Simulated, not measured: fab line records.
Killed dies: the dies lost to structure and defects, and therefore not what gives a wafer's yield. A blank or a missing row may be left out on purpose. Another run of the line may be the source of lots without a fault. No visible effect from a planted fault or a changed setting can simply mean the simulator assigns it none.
Lot-split experiment	flow gf180mcu	route with 602 steps; 5 lots, 23 wafers read

== SPLIT DETAILS ==
At GF_HV_LDD_IMPLANT_21, the setting energy-kev was moved away from the recipe's 25 on 8 of the 23 wafers read, by -5.8% to +5.7%. All remaining wafers had this setting at the recipe value.

== FROM SPLIT TO READING: 1 step shown by the file between the two ==
- GF_HV_LDD_STRIP_22: strips in O2/N2

== THE READING ==
HV_LDD_2_TW, at GF_HV_LDD_TW_MEAS_23. Fault-free wafers of this fab line usually give 1063, standard deviation 8.2.

wafer	tool, chamber at the split	energy-kev as run	against the recipe	HV_LDD_2_TW	against lot-mates on the recipe
L074.1	implanter-04, 0	25	recipe	1060	-
L074.3	implanter-04, 0	25	recipe	1059	-
L074.4	implanter-04, 0	25	recipe	1060	-
L074.5	implanter-04, 0	25	recipe	1060	-
L074.6	implanter-04, 0	25	recipe	1061	-
L076.1	implanter-04, 0	25	recipe	1059	-
L076.2	implanter-04, 0	25	recipe	1062	-
L076.3	implanter-04, 0	25	recipe	1064	-
L076.5	implanter-04, 0	26.42	+5.7%	1079	+17
L076.6	implanter-04, 0	26.42	+5.7%	1081	+19
L078.1	implanter-04, 0	25	recipe	1068	-
L078.2	implanter-04, 0	24.19	-3.2%	1060	-8
L078.3	implanter-04, 0	24.19	-3.2%	1062	-6
L078.4	implanter-04, 0	25	recipe	1068	-
L078.5	implanter-04, 0	24.19	-3.2%	1061	-7
L079.1	implanter-01, 0	25	recipe	1056	-
L079.4	implanter-01, 0	25	recipe	1047	-
L079.6	implanter-01, 0	25	recipe	1055	-
L085.1	implanter-01, 0	25	recipe	1056	-
L085.2	implanter-01, 0	23.55	-5.8%	1036	-19
L085.3	implanter-01, 0	25	recipe	1054	-
L085.4	implanter-01, 0	23.55	-5.8%	1032	-23
L085.6	implanter-01, 0	23.55	-5.8%	1036	-19

THE FIT
A straight line over all 23 wafers: HV_LDD_2_TW changes by +3.37 for each +1% of energy-kev; r = +0.83; the points scatter about the line by 6.7.
The same after taking each lot's own level away (the mean of its wafers on the recipe; 23 wafers): +3.22 for each +1%; r = +0.97; scatter 2.4.
According to that fit, moving energy-kev by its largest amount changes the reading by 19.
Across the lots, their own levels run from 1052.7 to 1068.0, a range of 1.9 times the standard deviation given above.
So the lot-to-lot level changes the slope little: the two slopes agree.
Check: for one of the wafers moved furthest among these (-5.8%), held out of the fit, the line's prediction against its lot-mates is -18.3. It came out at -19 against them.

== FURTHER SPLITS ON THESE WAFERS ==
Other splits were also applied to these wafers ahead of the reading. Each is held against what the fit with the lots' levels taken away leaves over:
other split on the same wafers	wafers away from the commonest value	r with HV_LDD_2_TW (lot level and that fit taken away)
GF_NWELL_COAT_02 spin-rpm	6	-0.09
GF_MVPSD_STRIP_10 pressure-mtorr	15	-0.16
GF_VT_IMPLANT_IMPLANT_41 energy-kev	6	+0.06
GF_POLY_GATE_COAT_05 resist-thk-nm	8	+0.14

== THE WHOLE CHAIN: every reading that the file lists as answering this split, in the file's order ==
step	what it does	reading	change (the file's fit)	r (the file's)
GF_HV_LDD_IMPLANT_21		implant.rp-nm (the simulator's own value, which no gauge read)	+0.166 nm for each +1% of the setting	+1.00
GF_HV_LDD_IMPLANT_21		implant.drp-nm (the simulator's own value, which no gauge read)	+0.0805 nm for each +1% of the setting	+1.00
GF_HV_LDD_TW_MEAS_23		HV_LDD_2_TW	+3.22 for each +1% of the setting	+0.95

== FILE'S OWN FIT ==
HV_LDD_2_TW changes by +3.22 for each +1% of energy-kev, r = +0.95.
